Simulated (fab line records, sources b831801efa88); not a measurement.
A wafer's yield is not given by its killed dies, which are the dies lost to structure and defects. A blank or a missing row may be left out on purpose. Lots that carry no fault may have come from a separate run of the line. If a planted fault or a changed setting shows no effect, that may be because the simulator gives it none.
fab line records	flow gf180mcu
record: lots: 13	wafers: 39	last_day: 35
route steps=602 shown V3@451 M4@460 V5@542
lots that met no fault: taken from a fault-free run of the same line
start_h: hours from the record's first day to the start of the lot's first wafer shown	wait_h: hours elapsed since this lot's preceding step	" the same as in the row above	L1.1+2: a single row standing in for several wafers	- value missing, or start not given	* or withheld: withheld	< > ~ a bound
route shown NAME@n: names a module that has steps shown in the file, with the first one's number in the route	usual: mean/standard deviation taken from wafers without a fault	same: alike in all rows	chamber/n: place in a boat	sites: readings site by site	_std_site: standard deviation across them	_edge_site: inner sites' mean taken away from outer sites' mean	radius_mm: how far each site lies from the wafer's centre	mask NAME#n: copy n	behind: the most recent tool/chamber to have shaped the wafer	hold: why the lot went on hold/how many hours it stayed there/how the hold came to an end	device: the n, p or np transistor that did not switch	end of line: at the end of the route, the tests of the same wafers	a step given without rows: its recipe and nothing more	killed: dies lost to structure and defects at the first sort, not the wafer's yield	map: a wafer's dies, x killed, . not, _ none there
set.NAME: the setting as run; set.NAME@STEP: as run at that earlier step	model.NAME: the simulator's own value behind a step, which no gauge read
one table for each step of the route and one row for each wafer, over a sample of lots
services: from which hour (start_h, from the record's first day; less than 0 if before it) a tool's chamber was out of use, for how many hours, and why
== steps ==
step: GF_V3_SPUTTER_22
recipe: material: TiN	target_thk_nm: 10	chamber_pressure_pa: 5	power_w: 4000	time_s: 40
usual: throttle_valve_pct: 29.9/1.3
lot.wafer	tool	chamber	start_h	wait_h	throttle_valve_pct
L767.1	pvd_sputter-03	-	534.02	0.0	29.8
L767.2	"	-	"	"	30.3
L767.6	"	-	"	"	30.0
L769.3	pvd_sputter-03	-	556.47	0.0	32.1
L769.4	"	-	"	"	29.9
L769.5	"	-	"	"	30.9
L770.1	pvd_sputter-01	-	562.80	0.0	32.0
L770.2	"	-	"	"	28.3
L770.5	"	-	"	"	30.7
L771.1	pvd_sputter-02	-	576.27	0.0	27.6
L771.5	"	-	"	"	29.7
L771.6	"	-	"	"	29.7
L772.1	pvd_sputter-02	-	585.19	0.0	29.9
L772.2	"	-	"	"	27.7
L772.6	"	-	"	"	27.8
L775.1	pvd_sputter-02	-	606.33	0.0	27.5
L775.4	"	-	"	"	29.7
L775.6	"	-	"	"	29.8
L776.2	pvd_sputter-02	-	615.21	0.0	29.8
L776.4	"	-	"	"	29.7
L776.5	"	-	"	"	27.6
L780.1	pvd_sputter-01	-	640.67	0.0	32.1
L780.2	"	-	"	"	30.5
L780.6	"	-	"	"	32.1
L782.1	pvd_sputter-01	-	653.81	0.0	31.7
L782.2	"	-	"	"	30.6
L782.3	"	-	"	"	28.2
L786.1	pvd_sputter-02	-	676.65	0.0	30.3
L786.2	"	-	"	"	29.8
L786.5	"	-	"	"	29.7
L787.1	pvd_sputter-02	-	680.45	0.0	30.0
L787.2	"	-	"	"	29.6
L787.3	"	-	"	"	30.6
L788.1	pvd_sputter-02	-	694.10	0.0	29.9
L788.3	"	-	"	"	27.5
L788.4	"	-	"	"	30.9
L789.2	pvd_sputter-02	-	700.25	0.0	30.3
L789.4	"	-	"	"	30.3
L789.6	"	-	"	"	30.0
step: GF_M4_SPUTTER_04
recipe: material: TiN	target_thk_nm: 50	power_w: 6500	time_s: 41.7	chamber_pressure_pa: 0.4
usual: throttle_valve_pct: 30.1/1.3
lot.wafer	tool	chamber	start_h	wait_h	throttle_valve_pct
L767.1	pvd_sputter-04	-	534.83	0.0	32.0
L767.2	"	-	"	"	28.2
L767.6	"	-	"	"	30.0
L769.3	pvd_sputter-04	-	557.28	0.0	28.1
L769.4	"	-	"	"	30.3
L769.5	"	-	"	"	28.9
L770.1	pvd_sputter-01	-	563.62	0.0	28.4
L770.2	"	-	"	"	30.6
L770.5	"	-	"	"	32.2
L771.1	pvd_sputter-04	-	577.09	0.0	28.0
L771.5	"	-	"	"	31.9
L771.6	"	-	"	"	28.9
L772.1	pvd_sputter-01	-	586.01	0.0	32.0
L772.2	"	-	"	"	30.6
L772.6	"	-	"	"	28.3
L775.1	pvd_sputter-01	-	607.14	0.0	30.0
L775.4	"	-	"	"	32.2
L775.6	"	-	"	"	28.1
L776.2	pvd_sputter-03	-	616.02	0.0	31.2
L776.4	"	-	"	"	29.9
L776.5	"	-	"	"	29.8
L780.1	pvd_sputter-04	-	641.48	0.0	30.0
L780.2	"	-	"	"	32.2
L780.6	"	-	"	"	28.9
L782.1	pvd_sputter-03	-	654.63	0.0	29.9
L782.2	"	-	"	"	30.0
L782.3	"	-	"	"	31.2
L786.1	pvd_sputter-03	-	677.46	0.0	30.3
L786.2	"	-	"	"	32.1
L786.5	"	-	"	"	30.9
L787.1	pvd_sputter-01	-	681.26	0.0	28.2
L787.2	"	-	"	"	30.6
L787.3	"	-	"	"	30.0
L788.1	pvd_sputter-04	-	695.30	0.0	28.8
L788.3	"	-	"	"	32.2
L788.4	"	-	"	"	30.1
L789.2	pvd_sputter-01	-	701.17	0.0	28.1
L789.4	"	-	"	"	30.6
L789.6	"	-	"	"	30.7
step: GF_V5_CVD_02
recipe: material: SiO2	target_thk_nm: 1450	precursor: TEOS	temp_c: 400	time_s: 163.28	rf_w: 600
usual: heater_power_w: 681/100	rf_fwd_power_W: 597.2/2.1
lot.wafer	tool	chamber	start_h	wait_h	heater_power_w	rf_fwd_power_W
L767.1	pecvd-03	0	627.40	0.1	578	597.6
L767.2	"	2	"	"	773	599.2
L767.6	"	0	"	"	475	595.4
L769.3	pecvd-01	2	646.95	0.0	845	598.5
L769.4	"	2	"	"	949	598.1
L769.5	"	1	"	"	612	597.8
L770.1	pecvd-04	0	653.42	0.1	577	598.6
L770.2	"	1	"	"	789	595.0
L770.5	"	2	"	"	756	597.8
L771.1	pecvd-03	2	663.74	0.1	641	596.8
L771.5	"	1	"	"	680	595.9
L771.6	"	2	"	"	744	597.6
L772.1	pecvd-04	0	671.31	0.1	609	598.8
L772.2	"	2	"	"	727	598.7
L772.6	"	1	"	"	609	593.9
L775.1	pecvd-03	1	692.56	0.1	708	593.6
L775.4	"	1	"	"	577	593.2
L775.6	"	2	"	"	618	597.3
L776.2	pecvd-01	2	699.84	0.0	746	595.6
L776.4	"	0	"	"	676	595.1
L776.5	"	2	"	"	906	597.6
L780.1	pecvd-04	0	722.59	0.1	745	361.0
L780.2	"	1	"	"	726	597.3
L780.6	"	2	"	"	762	595.4
L782.1	pecvd-04	0	735.32	0.1	646	356.3
L782.2	"	1	"	"	652	597.2
L782.3	"	2	"	"	718	596.5
L786.1	pecvd-03	1	755.24	0.1	639	596.1
L786.2	"	2	"	"	786	601.0
L786.5	"	1	"	"	685	594.2
L787.1	pecvd-01	0	758.94	0.1	824	599.5
L787.2	"	2	"	"	826	600.1
L787.3	"	1	"	"	538	599.0
L788.1	pecvd-03	0	771.08	0.1	522	595.2
L788.3	"	2	"	"	730	596.6
L788.4	"	2	"	"	622	599.7
L789.2	pecvd-01	2	776.60	0.0	941	599.9
L789.4	"	2	"	"	742	599.8
L789.6	"	0	"	"	830	594.7
step: GF_V5_THK_MEAS_03
recipe: reads: SiO2_of_V5_CVD_02
usual: V5_CVD_02_THK: 1444/24
lot.wafer	tool	chamber	start_h	wait_h	V5_CVD_02_THK[nm]
L767.1	film_metro-04	-	627.50	0.1	1458
L767.2	"	-	"	"	1428
L767.6	"	-	"	"	1494
L769.3	film_metro-03	-	647.07	0.1	1467
L769.4	"	-	"	"	1492
L769.5	"	-	"	"	1468
L770.1	film_metro-02	-	653.53	0.1	1403
L770.2	"	-	"	"	1417
L770.5	"	-	"	"	1463
L771.1	film_metro-02	-	663.85	0.1	1430
L771.5	"	-	"	"	1429
L771.6	"	-	"	"	1442
L772.1	film_metro-04	-	671.42	0.1	1414
L772.2	"	-	"	"	1436
L772.6	"	-	"	"	1444
L775.1	film_metro-03	-	692.67	0.1	1408
L775.4	"	-	"	"	1446
L775.6	"	-	"	"	1447
L776.2	film_metro-02	-	699.96	0.1	1461
L776.4	"	-	"	"	1483
L776.5	"	-	"	"	1485
L780.1	film_metro-03	-	722.70	0.1	1208
L780.2	"	-	"	"	1413
L780.6	"	-	"	"	1463
L782.1	film_metro-03	-	735.42	0.1	1211
L782.2	"	-	"	"	1421
L782.3	"	-	"	"	1441
L786.1	film_metro-03	-	755.35	0.1	1418
L786.2	"	-	"	"	1396
L786.5	"	-	"	"	1432
L787.1	film_metro-03	-	759.05	0.1	1456
L787.2	"	-	"	"	1464
L787.3	"	-	"	"	1443
L788.1	film_metro-02	-	771.20	0.1	1463
L788.3	"	-	"	"	1411
L788.4	"	-	"	"	1418
L789.2	film_metro-03	-	776.73	0.1	1460
L789.4	"	-	"	"	1489
L789.6	"	-	"	"	1478
step: GF_V5_CD_MEAS_14
recipe: target_cd_nm: 260
usual: cd_nm: 260.3/1.3
lot.wafer	tool	chamber	start_h	wait_h	cd_nm
L767.1	cd_sem-02	-	648.31	0.1	258.7
L767.2	"	-	"	"	259.5
L767.6	"	-	"	"	258.5
L769.3	cd_sem-01	-	667.29	0.1	259.0
L769.4	"	-	"	"	260.3
L769.5	"	-	"	"	260.0
L770.1	cd_sem-02	-	673.85	0.1	260.0
L770.2	"	-	"	"	259.4
L770.5	"	-	"	"	260.1
L771.1	cd_sem-02	-	683.36	0.1	260.0
L771.5	"	-	"	"	260.1
L771.6	"	-	"	"	259.2
L772.1	cd_sem-02	-	690.75	0.1	258.7
L772.2	"	-	"	"	257.9
L772.6	"	-	"	"	259.5
L775.1	cd_sem-02	-	712.11	0.1	261.5
L775.4	"	-	"	"	262.0
L775.6	"	-	"	"	262.2
L776.2	cd_sem-01	-	718.77	0.1	260.4
L776.4	"	-	"	"	261.2
L776.5	"	-	"	"	261.5
L780.1	cd_sem-01	-	741.01	0.1	260.4
L780.2	"	-	"	"	260.2
L780.6	"	-	"	"	260.5
L782.1	cd_sem-01	-	753.73	0.3	260.1
L782.2	"	-	"	"	259.5
L782.3	"	-	"	"	259.1
L786.1	cd_sem-01	-	772.16	0.1	260.0
L786.2	"	-	"	"	259.3
L786.5	"	-	"	"	259.9
L787.1	cd_sem-01	-	776.31	0.1	258.1
L787.2	"	-	"	"	259.2
L787.3	"	-	"	"	258.7
L788.1	cd_sem-01	-	787.41	0.1	260.0
L788.3	"	-	"	"	260.3
L788.4	"	-	"	"	260.3
L789.2	cd_sem-01	-	793.18	0.1	259.7
L789.4	"	-	"	"	259.9
L789.6	"	-	"	"	261.0
== services ==
tool	chamber	start_h	hours	kind
pvd_sputter-02	2	572.15	-	consumable_replace:kit
pvd_sputter-02	2	572.15	18.0	scheduled_down
pvd_sputter-02	2	572.15	18.0	vent_cycle
pecvd-04	-	591.12	14.0	pm
pvd_sputter-03	-	617.75	32.9	repair
pvd_sputter-01	2	618.29	-	consumable_replace:kit
pvd_sputter-01	2	618.29	18.0	scheduled_down
pvd_sputter-01	2	618.29	18.0	vent_cycle
pvd_sputter-04	-	619.33	3.0	repair
pecvd-03	-	627.91	0.6	repair
pvd_sputter-01	-	636.26	2.1	repair
pvd_sputter-02	-	644.01	3.3	repair
pvd_sputter-03	3	663.23	-	consumable_replace:kit
pvd_sputter-03	3	663.23	18.0	scheduled_down
pvd_sputter-03	3	663.23	18.0	vent_cycle
pvd_sputter-04	3	670.98	-	consumable_replace:kit
pvd_sputter-04	3	670.98	18.0	scheduled_down
pvd_sputter-04	3	670.98	18.0	vent_cycle
pvd_sputter-01	1	703.55	-	consumable_replace:kit
pvd_sputter-01	1	703.55	18.0	scheduled_down
pvd_sputter-01	1	703.55	18.0	vent_cycle
pecvd-01	2	704.99	5.9	repair
pvd_sputter-04	2	758.08	-	consumable_replace:kit
pvd_sputter-01	-	771.48	11.4	repair
== key ==
first_sign: step: GF_V5_CVD_02	reading: rf_fwd_power_W	direction: down	sigmas: 99+	usual: 597.2	struck: 358.6
effect: step: GF_V5_THK_MEAS_03	reading: V5_CVD_02_THK	direction: down	sigmas: 9.8	usual: 1444	struck: 1209
met_at GF_V5_CVD_02
struck_lots L780,L782
struck_wafers L780.1,L782.1
not_acting_at GF_V3_SPUTTER_22,GF_M4_SPUTTER_04,GF_V5_CD_MEAS_14
onset_between 671.31 722.59
fault: kind: process_parameter_drift	tool: pecvd-04	chamber: 0	onset_h: 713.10	steps: GF_V5_CVD_02	channel: rf_w	offset: -240	shape: step	end_h: 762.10	acts_in: these_recipes_only	stated: 600
